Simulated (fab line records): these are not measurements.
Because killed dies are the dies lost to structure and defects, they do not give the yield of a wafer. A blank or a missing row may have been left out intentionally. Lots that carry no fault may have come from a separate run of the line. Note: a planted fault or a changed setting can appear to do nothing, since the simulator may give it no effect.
A struck lot beside a sound one :: flow sky130 :: 18 out of 708 route steps
Sound: the wafers L192.2, L192.3, L192.4. Wafers struck: L206.2, L206.4, L206.5. The cause comes at the end.
For every step that has rows: the tool of each side, followed by ch and its chambers, followed by its first start. Under that, the readings that differ: sound wafers :: struck wafers :: difference of the means :: sigmas: that difference in standard deviations of wafers without a fault.
alike: a reading whose means differ by less than 2 such deviations, as well as words and numbers matching on both sides. not compared: withheld readings; readings where some wafer has no value; bounds like >300 that might hide an equal value; numbers whose values overlap and for which the record gives no deviation.
The two part at a step that has a row with sigmas, a row that says differs or no value, or rows on one side only. Numbers that have no deviation but don't overlap get no sigmas and don't part them. A reading that every wafer of one side lacks parts them only if that side has two wafers or more.

first, 3 steps without rows for these wafers: SKY_SONOS_ONO_WET_ETCH_18 (etches Si3N4 in H3PO4, target depth 15 nm, time 172 s); SKY_GATE_OXIDE_CLEAN_00 (cleans in SC1/SC2, time 150 s); SKY_GATE_OXIDE_OXIDATION_01 (stabilise 600 s, purge 300 s, target thk 10.268 nm).
SKY_GATE_OXIDE_THK_MEAS_02:
  sound on film metro-02, day 15 23:39; struck on film metro-03, day 20 01:33
  alike: GATE_OXIDE_OXIDATION_00_THK
then, 7 steps without rows for these wafers: SKY_GATE_OXIDE_DEHYDRATE_03 (time 60 s); SKY_GATE_OXIDE_HMDS_04 (prime time 60 s); SKY_GATE_OXIDE_COAT_05 (resist thk 1140 nm); SKY_GATE_OXIDE_SOFTBAKE_06 (time 60 s); SKY_GATE_OXIDE_EXPOSE_07 (exposes mask LVOM, target cd 600 nm); SKY_GATE_OXIDE_PEB_08; SKY_GATE_OXIDE_DEVELOP_09 (develop time 60 s).
SKY_GATE_OXIDE_OVL_MEAS_10:
  sound on overlay-02, day 17 03:26; struck on overlay-02, day 21 08:17
  alike: GATE_OXIDE_OVL
SKY_GATE_OXIDE_IMPLANT_11:
  sound on implanter-04 ch 0, day 17 03:29; struck on implanter-04 ch 0, day 21 08:20
reading: dose ions cm2
sound: 2.6006e+12 2.6029e+12 2.602e+12
struck: 2.7603e+12 2.7634e+12 2.768e+12
difference: +1.6207e+11
sigmas: +56

reading: faraday current uA
sound: 14.82 14.49 14.68
struck: 16.20 14.88 15.76
difference: +0.95
sigmas: +3
then, 1 step without rows for these wafers: SKY_GATE_OXIDE_WET_ETCH_12 (etches SiO2 in dHF, target depth 16.8 nm, time 336 s).
SKY_GATE_OXIDE_STRIP_13: strips in O2/N2.
  sound on plasma asher-03 ch 0,1, day 17 03:43; struck on plasma asher-03 ch 0,1, day 21 08:35
  alike: drypump motor current A, oes product au, strip time to endpoint s
  not compared: rf hours counter h
SKY_GATE_OXIDE_TW_MEAS_14:
  sound on film metro-02, day 17 03:50; struck on film metro-03, day 21 08:42
reading: GATE_OXIDE_TW
sound: 225.6 225.3 225.1
struck: 228.1 228.9 227.1
difference: +2.7
sigmas: +2
  not compared: hold
then, 1 step without rows for these wafers: SKY_GATE_OXIDE_CLEAN_15 (cleans in SC1/SC2, time 150 s).
-- the record jumps here: 29 days lie between the struck wafers' starts before and after (it left off in module GATE_OXIDE and takes up again in module PAD_OPEN, whose first step shown is number 708 of the route) --
SKY_PAD_OPEN_PROBE_99:
  sound on prober-01, day 48 04:05; struck on prober-01, day 50 14:59
reading: model.etest.pfet_01v8_lvt.drive ua um
sound: 178.9 176 176.1
struck: 185.5 184.5 186.5
difference: +8.5
sigmas: 

reading: model.etest.pfet_01v8_lvt.off log10 a um
sound: -8.465 -8.505 -8.6
struck: -7.989 -7.898 -8.023
difference: +0.553
sigmas: 

reading: model.etest.pfet_01v8_lvt.vt sat v (V)
sound: -0.4139 -0.4193 -0.416
struck: -0.3521 -0.3584 -0.3531
difference: +0.0619
sigmas: 

reading: model.etest.pfet_01v8_lvt.vt v (V)
sound: -0.5091 -0.5113 -0.5104
struck: -0.4482 -0.4535 -0.4486
difference: +0.0602
sigmas: 

reading: model.etest.pfet_01v8_lvt.vt long v (V)
sound: -0.6292 -0.6317 -0.629
struck: -0.5708 -0.5743 -0.5726
difference: +0.0574
sigmas: 

reading: model.etest.pfet_01v8_mvt.vt sat v (V)
sound: -0.5665 -0.5793 -0.5637
struck: -0.4468 -0.4533 -0.4461
difference: +0.1211
sigmas: 

reading: model.etest.pfet_01v8_mvt.vt v (V)
sound: -0.652 -0.6649 -0.6496
struck: -0.5388 -0.5503 -0.5444
difference: +0.1110
sigmas: 

reading: model.etest.pfet_01v8_lvt.body rise v (V)
sound: -0.2053 -0.2047 -0.2061
struck: -0.2217 -0.2212 -0.2205
difference: -0.0158
sigmas: 
  alike: killed_at_M0_to_M3, killed_at_M4_up, killed at contacts, killed at front end, killed at other, killed dies, killed open, killed short

== WHERE THEY PART ==
First at SKY_GATE_OXIDE_IMPLANT_11; last, within this record, at SKY_GATE_OXIDE_TW_MEAS_14. Later steps at which nothing parts them and some readings are alike: SKY_PAD_OPEN_PROBE_99.

WHY: what the simulator had put in
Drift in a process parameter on implanter-04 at SKY_GATE_OXIDE_IMPLANT_11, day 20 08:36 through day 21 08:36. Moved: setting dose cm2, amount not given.
